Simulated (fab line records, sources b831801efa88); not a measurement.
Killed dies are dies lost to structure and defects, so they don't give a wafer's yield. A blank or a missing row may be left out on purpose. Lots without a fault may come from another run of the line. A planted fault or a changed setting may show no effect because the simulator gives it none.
fab line records | flow sky130
record lots=24 wafers=72 last_day=52
route steps=708 shown METAL1@437 VIA1@481 METAL2@483
lots that met no fault: from a run of the same line without faults
start_h: hours from the record's first day to the start of the lot's first wafer shown | wait_h: hours since the lot's step before | " the same as in the row above | L1.1+2: a row that stands for several wafers | - no value, or no start given | * or withheld: withheld | < > ~ a bound
route shown NAME@n: a module of which the file shows steps, and the number in the route of the first | usual: mean/standard deviation of fault-free wafers | same: alike in all rows | chamber/n: place in a boat | sites: the reading at each site | _std_site: their standard deviation | _edge_site: outer sites' mean less inner sites' | radius_mm: how far each site lies from the wafer's centre | mask NAME#n: copy n | behind: the tool/chamber that last shaped the wafer | hold: why the lot was held/for how many hours/how that ended | device: the transistor (n, p or np) that didn't switch | end of line: the same wafers' tests at the end of the route | a step without rows: its recipe alone | killed: dies lost to structure and defects at the first sort, not the wafer's yield | map: a wafer's dies, x killed, . not, _ none there
set.NAME: the setting as run; set.NAME@STEP: as run at that earlier step | model.NAME: the simulator's own value behind a step, which no gauge read
steps of the route over a sample of lots; a table a step, a row a wafer
services: from which hour (start_h, from the record's first day; less than 0 if before it) a tool's chamber was out of use, for how many hours, and why
## steps
# step SKY_METAL1_SPUTTER_03
# recipe material=Ti target_thk_nm=5 power_w=3000 time_s=3.3 chamber_pressure_pa=0.4
# usual chamber_pressure_pa=0.3999/0.00074 throttle_valve_pct=30.1/0.9
# columns lot.wafer tool chamber start_h wait_h chamber_pressure_pa throttle_valve_pct
L074.1 pvd_sputter-03 - 757.85 0.0 0.3989 30.8
L074.4 " - " " 0.3996 27.5
L074.5 " - " " 0.3987 29.9
L075.2 pvd_sputter-04 - 762.90 0.0 0.3995 31.0
L075.3 " - " " 0.4002 29.4
L075.4 " - " " 0.4028 29.6
L076.4 pvd_sputter-03 - 780.26 0.0 0.3993 30.2
L076.5 " - " " 0.4000 27.7
L076.6 " - " " 0.3995 30.7
L077.3 pvd_sputter-03 - 794.82 0.0 0.3994 27.6
L077.4 " - " " 0.4008 30.6
L077.6 " - " " 0.4001 30.8
L078.4 pvd_sputter-01 - 801.90 0.0 0.3990 30.3
L078.5 " - " " 0.3991 30.6
L078.6 " - " " 0.4003 29.6
L079.1 pvd_sputter-04 - 808.23 0.0 0.4004 29.0
L079.3 " - " " 0.3994 31.2
L079.4 " - " " 0.3999 30.5
L080.1 pvd_sputter-01 - 814.76 0.0 0.3995 29.9
L080.2 " - " " 0.4003 29.3
L080.5 " - " " 0.3997 30.6
L081.1 pvd_sputter-01 - 822.01 0.0 0.3999 29.9
L081.2 " - " " 0.4011 29.5
L081.6 " - " " 0.3990 29.8
L082.1 pvd_sputter-03 - 827.74 0.0 0.3998 30.6
L082.2 " - " " 0.4006 27.7
L082.5 " - " " 0.3998 30.0
L083.1 pvd_sputter-04 - 840.60 0.0 0.4010 30.7
L083.5 " - " " 0.3996 31.3
L083.6 " - " " 0.4008 29.5
L084.1 pvd_sputter-03 - 847.25 0.0 0.3998 30.6
L084.3 " - " " 0.4004 30.2
L084.5 " - " " 0.4015 30.7
L085.1 pvd_sputter-04 - 860.91 0.0 0.3995 29.9
L085.3 " - " " 0.3998 30.3
L085.4 " - " " 0.4001 31.4
L086.2 pvd_sputter-03 - 862.30 0.0 0.3995 31.0
L086.3 " - " " 0.4000 30.8
L086.4 " - " " 0.3994 30.3
L087.4 pvd_sputter-01 - 873.82 0.0 0.3989 30.0
L087.5 " - " " 0.3996 30.0
L087.6 " - " " 0.3997 30.0
L088.1 pvd_sputter-04 - 879.45 0.0 0.3995 31.3
L088.2 " - " " 0.3997 29.6
L088.5 " - " " 0.3990 29.6
L089.1 pvd_sputter-01 - 884.40 0.0 0.4012 29.5
L089.4 " - " " 0.3993 30.4
L089.6 " - " " 0.3998 30.1
L090.1 pvd_sputter-03 - 897.65 0.0 0.3999 29.9
L090.2 " - " " 0.4002 30.7
L090.6 " - " " 0.4011 30.2
L091.1 pvd_sputter-04 - 911.96 0.0 0.4004 29.6
L091.2 " - " " 0.3998 29.7
L091.5 " - " " 0.4001 31.4
L093.1 pvd_sputter-03 - 921.30 0.0 0.3998 31.0
L093.2 " - " " 0.3996 29.9
L093.5 " - " " 0.4015 27.8
L092.2 pvd_sputter-03 - 923.00 0.0 0.3984 30.1
L092.4 " - " " 0.3994 27.5
L092.5 " - " " 0.3998 30.2
L094.1 pvd_sputter-01 - 928.68 0.0 0.3986 30.1
L094.4 " - " " 0.4007 29.5
L094.5 " - " " 0.4002 29.9
L095.2 pvd_sputter-01 - 938.10 0.0 0.3994 30.3
L095.3 " - " " 0.3997 29.5
L095.6 " - " " 0.3992 30.7
L096.2 pvd_sputter-04 - 943.93 0.0 0.3996 29.5
L096.3 " - " " 0.4009 31.2
L096.6 " - " " 0.4003 31.3
L097.1 pvd_sputter-04 - 950.74 0.0 0.4006 30.5
L097.3 " - " " 0.3994 29.7
L097.6 " - " " 0.4000 29.4
# step SKY_METAL1_METAL_ETCH_19
# recipe target_depth_a=3600 stop_on=SiO2 over_etch_frac=0.279 time_s=78 chemistry=Cl2/BCl3 resist_sidewall_deg=88 pressure_mtorr=10 icp_w=900 bias_w=48.5 Cl2_flow_sccm=60 bcl3_flow_sccm=30
# usual bcl3_flow_sccm=30.00/0.096 drypump_motor_current_A=5.9/0.38 oes_product_au=0.864/0.006 throttle_valve_pct=22.265/0.0091
# same over_etch_frac=0.279
# columns lot.wafer tool chamber start_h wait_h bcl3_flow_sccm drypump_motor_current_A oes_product_au rf_hours_counter_h throttle_valve_pct
L074.1 rie_metal-03 1 786.74 0.0 29.94 6.6 0.856 4 22.279
L074.4 " 1 " " 29.89 6.6 0.867 - 22.272
L074.5 " 1 " " 29.88 6.6 0.861 - 22.268
L075.2 rie_metal-01 0 791.24 0.0 29.87 5.2 0.875 3 22.270
L075.3 " 1 " " 30.15 6.1 0.867 - 22.261
L075.4 " 0 " " 29.98 5.2 0.858 - 22.253
L076.4 rie_metal-02 1 809.43 0.1 30.15 6.1 0.861 - 22.256
L076.5 " 1 " " 30.28 6.1 0.861 - 22.260
L076.6 " 0 " " 30.04 5.8 0.849 - 22.265
L077.3 rie_metal-02 1 824.40 0.1 30.05 6.1 0.863 - 22.279
L077.4 " 1 " " 30.01 6.1 0.873 - 22.255
L077.6 " 1 " " 29.95 6.1 0.869 - 22.272
L078.4 rie_metal-02 1 831.25 0.1 30.02 6.1 0.863 - 22.262
L078.5 " 1 " " 29.91 6.1 0.865 - 22.256
L078.6 " 1 " " 29.88 6.1 0.868 - 22.269
L079.1 rie_metal-02 1 836.79 0.1 29.89 6.1 0.863 6 22.243
L079.3 " 1 " " 30.04 6.1 0.858 - 22.265
L079.4 " 1 " " 29.78 6.1 0.865 - 22.274
L080.1 rie_metal-02 0 844.19 0.0 29.93 5.8 0.873 0 22.274
L080.2 " 1 " " 30.02 6.1 0.864 7 22.252
L080.5 " 1 " " 30.11 6.1 0.863 - 22.266
L081.1 rie_metal-03 0 851.34 0.0 30.14 5.9 0.860 13 22.267
L081.2 " 1 " " 30.00 6.6 0.861 7 22.266
L081.6 " 1 " " 30.12 6.6 0.864 - 22.268
L082.1 rie_metal-01 1 856.84 0.0 30.00 6.1 0.865 10 22.254
L082.2 " 0 " " 29.95 5.2 0.875 7 22.268
L082.5 " 1 " " 29.96 6.2 0.870 - 22.259
L083.1 rie_metal-03 0 870.15 0.0 30.00 5.9 0.869 14 22.276
L083.5 " 0 " " 29.99 5.9 0.866 - 22.261
L083.6 " 1 " " 30.05 6.6 0.859 - 22.256
L084.1 rie_metal-02 1 876.00 0.0 30.01 6.1 0.861 8 22.275
L084.3 " 0 " " 29.77 5.8 0.859 - 22.256
L084.5 " 1 " " 30.00 6.1 0.860 - 22.272
L085.1 rie_metal-03 1 889.89 0.0 29.96 6.6 0.855 9 22.263
L085.3 " 0 " " 29.91 5.9 0.875 - 22.270
L085.4 " 1 " " 29.84 6.6 0.863 - 22.268
L086.2 rie_metal-02 0 891.67 0.1 29.83 5.8 0.857 - 22.260
L086.3 " 0 " " 29.87 5.9 0.858 - 22.268
L086.4 " 0 " " 29.95 5.8 0.859 - 22.256
L087.4 rie_metal-02 0 903.78 0.1 30.06 5.8 0.858 - 22.261
L087.5 " 0 " " 30.07 5.8 0.856 - 22.253
L087.6 " 0 " " 30.00 5.8 0.852 - 22.254
L088.1 rie_metal-01 0 909.04 0.0 29.93 5.2 0.858 9 22.247
L088.2 " 1 " " 30.00 6.1 0.859 13 22.260
L088.5 " 1 " " 29.95 6.1 0.863 - 22.270
L089.1 rie_metal-01 0 913.75 0.0 30.01 5.2 0.861 9 22.263
L089.4 " 1 " " 30.16 6.1 0.865 - 22.268
L089.6 " 1 " " 29.96 6.1 0.857 - 22.265
L090.1 rie_metal-03 0 927.73 0.1 29.96 5.9 0.866 17 22.251
L090.2 " 1 " " 30.04 6.6 0.854 11 22.248
L090.6 " 1 " " 30.06 6.6 0.874 - 22.251
L091.1 rie_metal-03 1 941.15 0.0 30.15 6.6 0.862 12 22.253
L091.2 " 0 " " 29.93 5.9 0.863 18 22.280
L091.5 " 1 " " 30.22 6.6 0.869 - 22.281
L093.1 rie_metal-02 0 950.24 0.0 30.03 5.8 0.852 7 22.260
L093.2 " 1 " " 30.11 6.1 0.866 10 22.271
L093.5 " 0 " " 29.85 5.8 0.865 - 22.274
L092.2 rie_metal-02 1 951.89 0.0 29.99 6.1 0.864 11 22.259
L092.4 " 1 " " 30.01 6.1 0.867 - 22.263
L092.5 " 0 " " 30.23 5.9 0.869 - 22.272
L094.1 rie_metal-01 1 957.19 0.0 30.06 6.1 0.874 15 22.262
L094.4 " 1 " " 30.07 6.0 0.865 - 22.255
L094.5 " 1 " " 30.03 6.1 0.861 - 22.261
L095.2 rie_metal-01 0 966.25 0.0 30.01 5.2 0.869 11 22.263
L095.3 " 1 " " 29.98 6.1 0.857 - 22.276
L095.6 " 1 " " 30.12 6.1 0.867 - 22.271
L096.2 rie_metal-02 0 971.54 0.0 29.92 5.9 0.869 8 22.258
L096.3 " 1 " " 30.07 6.1 0.873 - 22.258
L096.6 " 1 " " 30.07 6.1 0.867 - 22.258
L097.1 rie_metal-01 0 977.34 0.0 30.02 5.2 0.869 12 22.265
L097.3 " 0 " " 30.11 5.2 0.854 - 22.264
L097.6 " 0 " " 30.06 5.2 0.863 - 22.260
# step SKY_VIA1_THK_MEAS_23
# recipe thk_meas_gauge=xrf reads=W_of_VIA1_CVD_21
# usual VIA1_W_THK=268/4.9
# columns lot.wafer tool chamber start_h wait_h VIA1_W_THK[nm]
L074.1 film_metro-01 - 816.89 0.1 270
L074.4 " - " " 268
L074.5 " - " " 267
L075.2 film_metro-04 - 822.03 0.1 267
L075.3 " - " " 276
L075.4 " - " " 265
L076.4 film_metro-04 - 840.46 0.1 278
L076.5 " - " " 279
L076.6 " - " " 267
L077.3 film_metro-04 - 856.19 0.1 267
L077.4 " - " " 261
L077.6 " - " " 271
L078.4 film_metro-04 - 862.69 0.1 274
L078.5 " - " " 273
L078.6 " - " " 267
L079.1 film_metro-04 - 868.56 0.1 265
L079.3 " - " " 272
L079.4 " - " " 265
L080.1 film_metro-02 - 875.44 0.1 266
L080.2 " - " " 268
L080.5 " - " " 263
L081.1 film_metro-02 - 883.02 0.1 260
L081.2 " - " " 263
L081.6 " - " " 265
L082.1 film_metro-04 - 888.67 0.1 264
L082.2 " - " " 273
L082.5 " - " " 273
L083.1 film_metro-01 - 901.41 0.1 267
L083.5 " - " " 265
L083.6 " - " " 269
L084.1 film_metro-02 - 907.06 0.1 267
L084.3 " - " " 276
L084.5 " - " " 265
L085.1 film_metro-04 - 920.99 0.1 275
L085.3 " - " " 263
L085.4 " - " " 275
L086.2 film_metro-02 - 923.22 0.1 263
L086.3 " - " " 265
L086.4 " - " " 266
L087.4 film_metro-01 - 935.04 0.1 266
L087.5 " - " " 269
L087.6 " - " " 271
L088.1 film_metro-04 - 940.25 0.1 266
L088.2 " - " " 274
L088.5 " - " " 275
L089.1 film_metro-02 - 944.85 0.1 270
L089.4 " - " " 272
L089.6 " - " " 272
L090.1 film_metro-04 - 958.40 0.1 269
L090.2 " - " " 271
L090.6 " - " " 269
L091.1 film_metro-02 - 971.05 0.1 265
L091.2 " - " " 268
L091.5 " - " " 271
L093.1 film_metro-04 - 979.10 0.1 276
L093.2 " - " " 267
L093.5 " - " " 273
L092.2 film_metro-02 - 980.91 0.1 261
L092.4 " - " " 268
L092.5 " - " " 269
L094.1 film_metro-04 - 985.56 0.1 275
L094.4 " - " " 268
L094.5 " - " " 277
L095.2 film_metro-01 - 993.82 0.1 265
L095.3 " - " " 264
L095.6 " - " " 264
L096.2 film_metro-01 - 999.06 0.1 264
L096.3 " - " " 262
L096.6 " - " " 262
L097.1 film_metro-04 - 1003.51 0.1 271
L097.3 " - " " 277
L097.6 " - " " 268
# step SKY_METAL2_SPUTTER_00
# recipe material=Ti target_thk_nm=15 power_w=3000 time_s=10 chamber_pressure_pa=0.4
# usual chamber_pressure_pa=0.4000/0.00071 throttle_valve_pct=30.3/1.2
# columns lot.wafer tool chamber start_h wait_h chamber_pressure_pa throttle_valve_pct
L074.1 pvd_sputter-02 - 817.25 0.1 0.3995 31.0
L074.4 " - " " 0.4003 29.6
L074.5 " - " " 0.3993 30.5
L075.2 pvd_sputter-02 - 822.38 0.2 0.4000 30.8
L075.3 " - " " 0.3992 32.4
L075.4 " - " " 0.4001 30.8
L076.4 pvd_sputter-03 - 840.83 0.2 0.4005 30.6
L076.5 " - " " 0.3996 27.9
L076.6 " - " " 0.4008 30.8
L077.3 pvd_sputter-04 - 856.53 0.2 0.4000 31.1
L077.4 " - " " 0.4002 29.5
L077.6 " - " " 0.4005 30.0
L078.4 pvd_sputter-03 - 863.02 0.2 0.4004 30.7
L078.5 " - " " 0.3993 30.4
L078.6 " - " " 0.3997 31.0
L079.1 pvd_sputter-03 - 868.92 0.2 0.3997 27.5
L079.3 " - " " 0.4000 30.9
L079.4 " - " " 0.4005 30.5
L080.1 pvd_sputter-03 - 876.26 0.1 0.4008 31.0
L080.2 " - " " 0.3987 30.4
L080.5 " - " " 0.4000 31.1
L081.1 pvd_sputter-02 - 883.38 0.1 0.3988 32.2
L081.2 " - " " 0.3998 31.1
L081.6 " - " " 0.4001 32.3
L082.1 pvd_sputter-03 - 889.03 0.1 0.4017 31.0
L082.2 " - " " 0.3997 30.4
L082.5 " - " " 0.4003 30.6
L083.1 pvd_sputter-03 - 901.93 0.1 0.3997 30.3
L083.5 " - " " 0.4001 30.3
L083.6 " - " " 0.3996 30.9
L084.1 pvd_sputter-04 - 907.42 0.2 0.4001 29.6
L084.3 " - " " 0.3999 31.3
L084.5 " - " " 0.4009 29.8
L085.1 pvd_sputter-02 - 921.35 0.2 0.3995 29.6
L085.3 " - " " 0.3997 30.9
L085.4 " - " " 0.3995 32.2
L086.2 pvd_sputter-02 - 923.57 0.1 0.4001 29.5
L086.3 " - " " 0.4011 32.2
L086.4 " - " " 0.3990 31.0
L087.4 pvd_sputter-04 - 935.37 0.1 0.4006 31.1
L087.5 " - " " 0.4012 30.7
L087.6 " - " " 0.3993 29.6
L088.1 pvd_sputter-02 - 940.61 0.1 0.4006 32.4
L088.2 " - " " 0.4007 31.0
L088.5 " - " " 0.4007 32.1
L089.1 pvd_sputter-03 - 945.21 0.1 0.4006 30.9
L089.4 " - " " 0.4012 27.9
L089.6 " - " " 0.4006 30.8
L090.1 pvd_sputter-04 - 958.76 0.1 0.3988 31.0
L090.2 " - " " 0.4007 29.5
L090.6 " - " " 0.3991 31.3
L091.1 pvd_sputter-04 - 971.41 0.2 0.4003 30.8
L091.2 " - " " 0.3994 29.8
L091.5 " - " " 0.4012 29.5
L093.1 pvd_sputter-03 - 979.46 0.2 0.3983 30.9
L093.2 " - " " 0.4001 30.0
L093.5 " - " " 0.4013 30.4
L092.2 pvd_sputter-03 - 981.26 0.2 0.3992 27.9
L092.4 " - " " 0.4009 29.9
L092.5 " - " " 0.3996 27.9
L094.1 pvd_sputter-02 - 985.92 0.1 0.3989 30.8
L094.4 " - " " 0.4005 31.2
L094.5 " - " " 0.4011 29.9
L095.2 pvd_sputter-04 - 994.17 0.1 0.4001 29.5
L095.3 " - " " 0.4006 30.6
L095.6 " - " " 0.3992 29.7
L096.2 pvd_sputter-02 - 999.41 0.1 0.3985 29.4
L096.3 " - " " 0.4008 31.0
L096.6 " - " " 0.3993 31.2
L097.1 pvd_sputter-03 - 1003.87 0.2 0.4001 30.4
L097.3 " - " " 0.4005 27.7
L097.6 " - " " 0.4009 30.6
# step SKY_METAL2_SPUTTER_01
# recipe material=TiN target_thk_nm=20 power_w=6500 time_s=16.7 chamber_pressure_pa=0.4
# usual chamber_pressure_pa=0.4000/0.00086 throttle_valve_pct=30.3/1.2
# columns lot.wafer tool chamber start_h wait_h chamber_pressure_pa throttle_valve_pct
L074.1 pvd_sputter-02 - 817.27 0.0 0.3994 30.9
L074.4 " - " " 0.4003 29.5
L074.5 " - " " 0.4001 30.7
L075.2 pvd_sputter-02 - 822.40 0.0 0.3998 30.9
L075.3 " - " " 0.3989 32.4
L075.4 " - " " 0.4003 31.0
L076.4 pvd_sputter-03 - 840.85 0.0 0.3999 30.7
L076.5 " - " " 0.4005 27.5
L076.6 " - " " 0.3998 30.6
L077.3 pvd_sputter-04 - 856.55 0.0 0.3984 31.1
L077.4 " - " " 0.3992 29.5
L077.6 " - " " 0.4008 29.7
L078.4 pvd_sputter-03 - 863.04 0.0 0.3976 30.6
L078.5 " - " " 0.3988 29.8
L078.6 " - " " 0.4011 31.1
L079.1 pvd_sputter-03 - 868.94 0.0 0.4003 27.6
L079.3 " - " " 0.4000 30.9
L079.4 " - " " 0.4008 30.6
L080.1 pvd_sputter-03 - 876.28 0.0 0.4006 31.0
L080.2 " - " " 0.4001 30.1
L080.5 " - " " 0.4003 30.7
L081.1 pvd_sputter-02 - 883.40 0.0 0.4007 32.2
L081.2 " - " " 0.4004 31.0
L081.6 " - " " 0.4001 32.3
L082.1 pvd_sputter-03 - 889.05 0.0 0.3998 30.8
L082.2 " - " " 0.3999 30.8
L082.5 " - " " 0.4000 30.8
L083.1 pvd_sputter-03 - 901.95 0.0 0.3994 29.9
L083.5 " - " " 0.3990 30.1
L083.6 " - " " 0.3994 30.6
L084.1 pvd_sputter-04 - 907.44 0.0 0.3987 29.5
L084.3 " - " " 0.3997 31.1
L084.5 " - " " 0.4002 29.4
L085.1 pvd_sputter-02 - 921.37 0.0 0.4010 29.6
L085.3 " - " " 0.3999 31.0
L085.4 " - " " 0.4004 32.0
L086.2 pvd_sputter-02 - 923.59 0.0 0.4003 29.5
L086.3 " - " " 0.3994 32.5
L086.4 " - " " 0.4004 30.5
L087.4 pvd_sputter-04 - 935.40 0.0 0.4008 31.3
L087.5 " - " " 0.4007 30.3
L087.6 " - " " 0.3998 29.9
L088.1 pvd_sputter-02 - 940.64 0.0 0.4012 32.3
L088.2 " - " " 0.3998 30.8
L088.5 " - " " 0.4000 32.3
L089.1 pvd_sputter-03 - 945.23 0.0 0.3998 30.6
L089.4 " - " " 0.3991 28.0
L089.6 " - " " 0.3998 30.7
L090.1 pvd_sputter-04 - 958.79 0.0 0.4007 31.3
L090.2 " - " " 0.3983 29.2
L090.6 " - " " 0.4004 31.3
L091.1 pvd_sputter-04 - 971.44 0.0 0.3996 30.3
L091.2 " - " " 0.3995 29.6
L091.5 " - " " 0.3999 29.6
L093.1 pvd_sputter-03 - 979.49 0.0 0.3997 30.8
L093.2 " - " " 0.3980 29.8
L093.5 " - " " 0.4001 30.7
L092.2 pvd_sputter-03 - 981.29 0.0 0.4012 27.9
L092.4 " - " " 0.3986 30.0
L092.5 " - " " 0.4008 27.9
L094.1 pvd_sputter-02 - 985.94 0.0 0.4010 30.8
L094.4 " - " " 0.3991 30.9
L094.5 " - " " 0.4010 29.7
L095.2 pvd_sputter-04 - 994.19 0.0 0.3998 29.5
L095.3 " - " " 0.3979 30.3
L095.6 " - " " 0.4002 29.7
L096.2 pvd_sputter-02 - 999.44 0.0 0.3993 29.5
L096.3 " - " " 0.4001 31.0
L096.6 " - " " 0.4004 31.0
L097.1 pvd_sputter-03 - 1003.89 0.0 0.4000 30.1
L097.3 " - " " 0.3989 27.9
L097.6 " - " " 0.3997 30.9
# step SKY_METAL2_SPUTTER_03
# recipe material=Ti target_thk_nm=5 power_w=3000 time_s=3.3 chamber_pressure_pa=0.4
# usual chamber_pressure_pa=0.4000/0.00081 throttle_valve_pct=30.3/1.2
# columns lot.wafer tool chamber start_h wait_h chamber_pressure_pa throttle_valve_pct
L074.1 pvd_sputter-02 - 817.32 0.0 0.4010 31.0
L074.4 " - " " 0.4001 29.4
L074.5 " - " " 0.3992 30.8
L075.2 pvd_sputter-02 - 822.45 0.0 0.3995 30.9
L075.3 " - " " 0.3999 32.4
L075.4 " - " " 0.4011 31.0
L076.4 pvd_sputter-03 - 840.90 0.0 0.3991 30.8
L076.5 " - " " 0.4002 27.9
L076.6 " - " " 0.4005 30.8
L077.3 pvd_sputter-04 - 856.60 0.0 0.4004 31.2
L077.4 " - " " 0.4000 29.5
L077.6 " - " " 0.4005 29.9
L078.4 pvd_sputter-03 - 863.09 0.0 0.3996 30.8
L078.5 " - " " 0.4009 30.3
L078.6 " - " " 0.4004 30.8
L079.1 pvd_sputter-03 - 868.99 0.0 0.3998 27.8
L079.3 " - " " 0.3980 31.0
L079.4 " - " " 0.4005 30.5
L080.1 pvd_sputter-03 - 876.33 0.0 0.3991 31.0
L080.2 " - " " 0.4003 30.1
L080.5 " - " " 0.3984 30.7
L081.1 pvd_sputter-02 - 883.45 0.0 0.3986 32.2
L081.2 " - " " 0.3998 31.2
L081.6 " - " " 0.3980 32.6
L082.1 pvd_sputter-03 - 889.10 0.0 0.4010 30.9
L082.2 " - " " 0.4003 30.9
L082.5 " - " " 0.3997 31.0
L083.1 pvd_sputter-03 - 902.00 0.0 0.3983 30.0
L083.5 " - " " 0.3989 30.0
L083.6 " - " " 0.4004 30.8
L084.1 pvd_sputter-04 - 907.49 0.0 0.4014 29.4
L084.3 " - " " 0.4013 31.5
L084.5 " - " " 0.4009 29.7
L085.1 pvd_sputter-02 - 921.42 0.0 0.4012 29.6
L085.3 " - " " 0.4016 31.0
L085.4 " - " " 0.3986 32.2
L086.2 pvd_sputter-02 - 923.64 0.0 0.4008 29.4
L086.3 " - " " 0.3997 32.4
L086.4 " - " " 0.4004 30.9
L087.4 pvd_sputter-04 - 935.45 0.0 0.3990 31.0
L087.5 " - " " 0.4014 30.6
L087.6 " - " " 0.4001 29.5
L088.1 pvd_sputter-02 - 940.69 0.0 0.4006 32.3
L088.2 " - " " 0.4000 30.7
L088.5 " - " " 0.3995 32.4
L089.1 pvd_sputter-03 - 945.28 0.0 0.4015 31.0
L089.4 " - " " 0.3995 27.6
L089.6 " - " " 0.4011 30.9
L090.1 pvd_sputter-04 - 958.84 0.0 0.3990 31.0
L090.2 " - " " 0.4010 29.5
L090.6 " - " " 0.3999 31.3
L091.1 pvd_sputter-04 - 971.49 0.0 0.3995 30.4
L091.2 " - " " 0.3990 29.8
L091.5 " - " " 0.4008 29.5
L093.1 pvd_sputter-03 - 979.54 0.0 0.4014 30.8
L093.2 " - " " 0.3999 29.8
L093.5 " - " " 0.4005 30.6
L092.2 pvd_sputter-03 - 981.34 0.0 0.4000 27.5
L092.4 " - " " 0.4002 30.4
L092.5 " - " " 0.4008 27.7
L094.1 pvd_sputter-02 - 985.99 0.0 0.3995 31.0
L094.4 " - " " 0.4002 30.9
L094.5 " - " " 0.4010 29.4
L095.2 pvd_sputter-04 - 994.24 0.0 0.3996 29.5
L095.3 " - " " 0.4009 30.3
L095.6 " - " " 0.4001 29.8
L096.2 pvd_sputter-02 - 999.49 0.0 0.3997 29.4
L096.3 " - " " 0.4012 31.0
L096.6 " - " " 0.4011 30.9
L097.1 pvd_sputter-03 - 1003.94 0.0 0.4000 29.8
L097.3 " - " " 0.3997 27.7
L097.6 " - " " 0.4010 30.8
## services
# columns tool chamber start_h hours kind
pvd_sputter-03 - 800.62 10.2 repair
pvd_sputter-04 1 811.62 - consumable_replace:kit
pvd_sputter-04 1 811.62 18.0 scheduled_down
pvd_sputter-04 1 811.62 18.0 vent_cycle
rie_metal-02 0 822.99 - clean
rie_metal-02 0 822.99 15.8 scheduled_down
rie_metal-02 0 822.99 15.8 vent_cycle
pvd_sputter-02 3 832.59 - consumable_replace:kit
pvd_sputter-02 3 832.59 18.0 scheduled_down
pvd_sputter-02 3 832.59 18.0 vent_cycle
pvd_sputter-02 - 837.30 2.5 repair
pvd_sputter-04 - 857.28 1.5 repair
pvd_sputter-03 3 878.59 - consumable_replace:kit
pvd_sputter-03 3 878.59 18.0 scheduled_down
pvd_sputter-03 3 878.59 18.0 vent_cycle
rie_metal-02 1 886.15 20.4 repair
pvd_sputter-04 - 888.79 5.0 repair
rie_metal-01 - 903.07 1.0 repair
pvd_sputter-04 0 905.61 - consumable_replace:kit
pvd_sputter-04 0 905.61 18.0 scheduled_down
pvd_sputter-04 0 905.61 18.0 vent_cycle
rie_metal-01 0 929.13 2.9 repair
pvd_sputter-04 - 951.74 1.5 repair
pvd_sputter-03 - 995.65 5.8 repair
## key
fault none
